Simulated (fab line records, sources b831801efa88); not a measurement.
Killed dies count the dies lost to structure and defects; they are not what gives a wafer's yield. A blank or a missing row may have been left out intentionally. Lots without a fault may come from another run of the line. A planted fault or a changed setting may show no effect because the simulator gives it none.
Which tool is to blame? | flow gf180mcu | 42 wafers from 14 lots sampled at 3 of the route's 602 steps

WHAT EACH GAUGE READ, for each wafer
GF_MIM_RS_MEAS_10: measures by four-point-probe. Usual: MIM_ALCU_RS typically reads 0.1610 ohm/sq, with standard deviation 0.0017.
lot  | measured     | on            | MIM_ALCU_RS (ohm/sq) | flag
L607 | day 24 13:56 | film_metro-02 | 0.1615 0.1608 0.1614 |
L608 | day 25 02:07 | film_metro-02 | 0.1605 0.1600 0.1601 |
L609 | day 25 08:28 | film_metro-03 | 0.1608 0.1616 0.1612 |
L610 | day 25 18:50 | film_metro-04 | 0.1620 0.1620 0.1642 |
L611 | day 26 05:42 | film_metro-03 | 0.1591 0.1598 0.1601 |
L613 | day 27 01:48 | film_metro-03 | 0.1628 0.1630 0.1632 |
L614 | day 27 07:46 | film_metro-03 | 0.1614 0.1612 0.1603 |
L617 | day 27 20:09 | film_metro-02 | 0.1622 0.1610 0.1608 |
L618 | day 28 13:48 | film_metro-03 | 0.1611 0.1610 0.1627 |
L621 | day 29 04:04 | film_metro-03 | 0.1600 0.1579 0.1578 |
L625 | day 30 06:27 | film_metro-02 | 0.1638 0.1632 0.1638 |
L630 | day 31 18:18 | film_metro-02 | 0.1619 0.1629 0.1632 |

TOOL THAT RAN EACH LOT (tool first, then ch and the chambers of the sampled wafers, then the start)
lot  | GF_HV_LDD_DEVELOP_45              | GF_MIM_CVD_05
L607 | litho_track-02 ch 0, day 12 10:22 | pecvd-01 ch 0,2, day 24 13:43
L608 | litho_track-01 ch 0, day 12 22:28 | pecvd-01 ch 1,2, day 25 01:55
L609 | litho_track-03 ch 0, day 13 01:49 | pecvd-01 ch 0,1, day 25 08:15
L610 | litho_track-03 ch 0, day 13 11:05 | pecvd-02 ch 1,2, day 25 18:37
L611 | litho_track-02 ch 0, day 14 01:33 | pecvd-03 ch 0,2, day 26 05:29
L613 | litho_track-01 ch 0, day 14 16:43 | pecvd-02 ch 1,2, day 27 01:37
L614 | litho_track-01 ch 0, day 15 02:31 | pecvd-01 ch 0,1, day 27 07:34
L617 | litho_track-01 ch 0, day 15 16:49 | pecvd-03 ch 1,2, day 27 19:56
L618 | litho_track-03 ch 0, day 16 09:53 | pecvd-03 ch 1,2, day 28 13:35
L621 | litho_track-01 ch 0, day 17 03:52 | pecvd-03 ch 1,2, day 29 03:51
L625 | litho_track-01 ch 0, day 18 11:25 | pecvd-03 ch 1,2, day 30 06:14
L626 | litho_track-03 ch 0, day 18 22:32 | -
L627 | litho_track-03 ch 0, day 19 04:26 | -
L630 | litho_track-01 ch 0, day 20 08:28 | pecvd-02 ch 1,2, day 31 17:56
- GF_HV_LDD_DEVELOP_45: develop time 60 s.
- GF_MIM_CVD_05: deposits Si3N4, target thk 42 nm, time 29.086 s.

WHAT THE TOOLS THEMSELVES READ (means of the sampled wafers that have a number; where no wafer has one, the mark that the record gives instead)
GF_MIM_CVD_05. Usual: heater_power_w 628 W, standard deviation 79; temp_max_c 400.01 C, standard deviation 0.23.
lot  | tool     | heater_power_w (W) | temp_max_c (C) | flag
L607 | pecvd-01 | 668                | 400.13         |
L608 | pecvd-01 | 718                | 399.99         |
L609 | pecvd-01 | 560                | 399.61         |
L610 | pecvd-02 | 618                | 399.79         |
L611 | pecvd-03 | 762                | 399.91         |
L613 | pecvd-02 | 594                | 400.04         |
L614 | pecvd-01 | 586                | 400.36         |
L617 | pecvd-03 | 602                | 399.95         |
L618 | pecvd-03 | 667                | 400.00         |
L621 | pecvd-03 | 665                | 399.81         |
L625 | pecvd-03 | 595                | 399.97         |
L630 | pecvd-02 | 672                | 400.12         |

THE ANSWER, worked out from the rows above alone
Rule: take the mean of a lot's wafers that have a number; if it is more than 3 standard deviations from the usual mean, the lot is off. Also off: a lot with no number at a reading for which 4 or more lots have one. Where the step has rows for the other lots, those lots are counted as sound. First the gauges in route order, then the tools' own readings, where a lot's mean is used as printed above. At the first step where some lot is off, the reading lying furthest off is the one used; lots without a number count as furthest.
No lot is off on any of the readings shown, so nothing can be concluded from this.

WHAT WAS PUT IN BY THE SIMULATOR
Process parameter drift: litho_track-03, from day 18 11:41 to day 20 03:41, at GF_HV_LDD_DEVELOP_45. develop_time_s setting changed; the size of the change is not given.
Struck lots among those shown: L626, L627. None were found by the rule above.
